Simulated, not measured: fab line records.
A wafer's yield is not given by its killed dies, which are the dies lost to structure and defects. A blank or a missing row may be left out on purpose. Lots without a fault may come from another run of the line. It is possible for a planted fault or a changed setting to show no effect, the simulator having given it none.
Struck lot and sound lot, side by side ; flow sky130 ; 18 out of 708 route steps
Sound: the wafers L113.3, L113.5, L113.6. The struck wafers were L108.4, L108.5, L108.6. Last of all comes the cause.
For every step that has rows: the tool of each side, followed by ch and its chambers, followed by its first start. Under that, the readings that differ: sound wafers ; struck wafers ; difference of the means ; sigmas: that difference in standard deviations of wafers without a fault.
alike: same words and numbers on both sides, and readings whose means sit less than 2 such deviations apart. not compared: any withheld reading, any reading some wafer has no value for, any bound like >300 that may hide the same value, and any number with overlapping values for which the record gives no deviation.
The two part at a step that has a row with sigmas, a row that says differs or no value, or rows on one side only. Numbers that don't overlap but have no deviation are shown without sigmas and don't part them. A reading missing from all wafers of one side parts the sides only when that side holds two or more wafers.

first, 4 steps without rows for these wafers: SKY_LDD_HVP_SOFTBAKE_03 (time 60 s); SKY_LDD_HVP_EXPOSE_04 (exposes mask HVPTM, target cd 700 nm); SKY_LDD_HVP_PEB_05; SKY_LDD_HVP_DEVELOP_06 (develop time 60 s).
SKY_LDD_HVP_OVL_MEAS_07:
  sound on overlay-02 at day 29 02:14; struck on overlay-02 at day 27 03:50
reading;sound;struck;difference;sigmas
LDD_HVP_OVL (nm);0.2 2.2 -0.6;3.6 5.5 3.1;+3.5;+3
following that, these wafers have no rows for 1 step: SKY_LDD_HVP_IMPLANT_08.
SKY_LDD_HVP_STRIP_09: strips in O2/N2.
  sound on plasma-asher-02 ch 0,1, day 29 02:26; struck on plasma-asher-02 ch 0,1, day 27 04:02
reading;sound;struck;difference;sigmas
strip-time-to-endpoint-s (s);4.127 4.137 4.119;4.163 4.167 4.155;+0.034;+2
  alike: drypump-motor-current-A, oes-product-au
  not compared: rf-hours-counter-h
SKY_LDD_HVP_TW_MEAS_10:
  sound on film-metro-01 at day 29 02:31; struck on film-metro-01 at day 27 04:08
  alike: LDD_HVP_TW
then, 4 steps without rows for these wafers: SKY_LDD_LDN_DEHYDRATE_00 (time 60 s); SKY_LDD_LDN_HMDS_01 (prime time 60 s); SKY_LDD_LDN_COAT_02 (resist thk 1140 nm); SKY_LDD_LDN_SOFTBAKE_03 (time 60 s).
SKY_LDD_LDN_EXPOSE_04: exposes mask LDNTM, target cd 700 nm.
  sound on iline-stepper-01 ch 0, day 29 16:27; struck on iline-stepper-02 ch 0, day 27 19:07
reading;sound;struck;difference;sigmas
model.LDD_LDN.overlay-x-nm (nm);-0.2011 -0.2011 -0.2011;115 115 115;+115;
  alike: mask, exposure-dose-mJ-cm2
then, 2 steps without rows for these wafers: SKY_LDD_LDN_PEB_05; SKY_LDD_LDN_DEVELOP_06 (develop time 60 s).
SKY_LDD_LDN_OVL_MEAS_07:
  sound on overlay-01 at day 30 07:11; struck on overlay-02 at day 28 09:03
reading;sound;struck;difference;sigmas
LDD_LDN_OVL (nm);0.2 -1.2 -1.2;113.8 113.7 114.3;+114.7;+96
following that, these wafers have no rows for 1 step: SKY_LDD_LDN_IMPLANT_08.
-- the record jumps here: 21 days lie between the struck wafers' starts before and after (it left off in module LDD_LDN and takes up again in module PAD_OPEN, whose first step shown is number 708 of the route) --
SKY_PAD_OPEN_PROBE_99:
  sound on prober-02 at day 50 17:27; struck on prober-01 at day 49 15:53
  alike: killed_at_M0_to_M3, killed_at_M4_up, killed-at-contacts, killed-at-front-end, killed-at-other, killed-dies, killed-on-rim, killed-open, killed-short

## WHERE THEY PART
Earliest at SKY_LDD_HVP_OVL_MEAS_07; latest, in this record, at SKY_LDD_LDN_OVL_MEAS_07. Later steps at which nothing parts them and some readings are alike: SKY_PAD_OPEN_PROBE_99.

WHY: what had been put in by the simulator
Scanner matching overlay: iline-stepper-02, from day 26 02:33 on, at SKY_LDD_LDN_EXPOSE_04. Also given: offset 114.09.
